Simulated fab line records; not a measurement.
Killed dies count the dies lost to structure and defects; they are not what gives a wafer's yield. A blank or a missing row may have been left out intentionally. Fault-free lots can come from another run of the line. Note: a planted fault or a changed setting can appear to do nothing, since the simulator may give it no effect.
A struck lot beside a sound one | flow sky130 | 17 steps out of a route of 708
Sound: these wafers, L207.1, L207.3, L207.6. Struck: wafers L211.2, L211.4. (L211.3 of the same lot was not struck and is left out.) The cause comes at the end.
For every step that has rows: the tool of each side, followed by ch and its chambers, followed by its first start. Under that, the readings that differ: sound wafers | struck wafers | difference of the means | sigmas: that difference in standard deviations of wafers without a fault.
alike: readings whose means differ by less than 2 such deviations, and words and numbers that are the same on both sides. not compared: withheld readings, readings that some wafer has no value for, bounds like >300 that may hide the same value, and numbers for which the record gives no deviation and whose values overlap.
A row with sigmas, a row that says differs or no value, or rows on one side alone: a step with any of these is where the two part. When numbers do not overlap yet have no deviation, they are printed without sigmas and do not part them. A reading that every wafer of one side lacks parts them only if that side has two wafers or more.

first, 3 steps without rows for these wafers: SKY_LI_CONTACT_EXPOSE_09 (exposes mask LICM1, target cd 170 nm); SKY_LI_CONTACT_PEB_10; SKY_LI_CONTACT_DEVELOP_11 (develop time 60 s).
SKY_LI_CONTACT_CD_MEAS_12: target cd 170 nm.
  sound on cd-sem-02 at day 31 03:27; struck on cd-sem-01 at day 31 23:40
  alike: cd-nm
SKY_LI_CONTACT_OVL_MEAS_13:
  sound on overlay-01 at day 31 03:34; struck on overlay-02 at day 31 23:46
  alike: LI_CONTACT_OVL
SKY_LI_CONTACT_ETCH_14: etches BARC in N2/H2, stops on SiO2, time 45.9 s, target depth 60 nm.
  sound on rie-diel-04 ch 1,3, day 31 03:36; struck on rie-diel-01 ch 1,2, day 31 23:48
  alike: drypump-motor-current-A, oes-product-au, throttle-valve-pct
  not compared: rf-hours-counter-h
SKY_LI_CONTACT_ETCH_15: etches PSG in C4F8/O2/Ar, stops on Si, target depth 600 nm.
  sound on rie-diel-04 ch 1,3, day 31 03:38; struck on rie-diel-01 ch 1,2, day 31 23:50
  alike: oes-product-au
then, 3 steps without rows for these wafers: SKY_LI_CONTACT_STRIP_16 (strips in O2/N2); SKY_LI_CONTACT_CLEAN_17 (cleans in NMP, time 600 s); SKY_LI_CONTACT_PRE_CLEAN_18 (time 5.6 s).
SKY_LI_CONTACT_SPUTTER_19: material Ti, target thk 20 nm, time 106.37 s.
  sound on pvd-sputter-04 at day 31 04:01; struck on pvd-sputter-03 at day 32 00:13
  alike: throttle-valve-pct
SKY_LI_CONTACT_SPUTTER_20: material TiN, target thk 20 nm, time 80 s.
  sound on pvd-sputter-04 at day 31 04:06; struck on pvd-sputter-03 at day 32 00:18
  alike: throttle-valve-pct
SKY_LI_CONTACT_CVD_21: deposits W, target thk 400 nm, time 120.56 s.
  sound on cvd-w-01 ch 0, day 31 04:10; struck on cvd-w-02 ch 0, day 32 00:22
  reading                                  | sound                | struck        | difference | sigmas
  heater-power-w (W)                       | 922 903 937          | 800 814       | -114       | -3
  susceptor-temp-C (C)                     | 400.00 399.95 400.19 | 394.91 394.77 | -5.21      | -20
  model.W_of_LI_CONTACT_CVD_21.thk-nm (nm) | 395.5 395.4 397.1    | 356.9 354.9   | -40.1      |
SKY_LI_CONTACT_RS_MEAS_22: measures by four-point-probe.
  sound on film-metro-01 at day 31 04:17; struck on film-metro-01 at day 32 00:31
  reading                  | sound             | struck      | difference | sigmas
  LI_CONTACT_W_RS (ohm/sq) | 0.287 0.287 0.286 | 0.319 0.320 | +0.033     | +8
SKY_LI_CONTACT_THK_MEAS_23: measures by xrf.
  sound on film-metro-01 at day 31 04:25; struck on film-metro-01 at day 32 00:37
  reading               | sound       | struck  | difference | sigmas
  LI_CONTACT_W_THK (nm) | 384 387 387 | 345 341 | -43        | -6
SKY_LI_CONTACT_CMP_24: polishes, stops on PSG, t overpolish 20 s, target thk 0 nm.
  sound on cmp-02 ch 0,2, day 31 04:31; struck on cmp-01 ch 0,2, day 32 00:41
  reading             | sound        | struck    | difference | sigmas
  motor-current-A (A) | 9.8 8.5 10.3 | 11.6 11.4 | +2.0       | +2
following that, these wafers have no rows for 1 step: SKY_PAD_OPEN_PROBE_99.

WHERE THEY PART
First at SKY_LI_CONTACT_CVD_21; last, within this record, at SKY_LI_CONTACT_CMP_24.

WHY: the cause the simulator had injected
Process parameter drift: cvd-w-02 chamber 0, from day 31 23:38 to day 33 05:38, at SKY_LI_CONTACT_CVD_21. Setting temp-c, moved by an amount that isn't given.
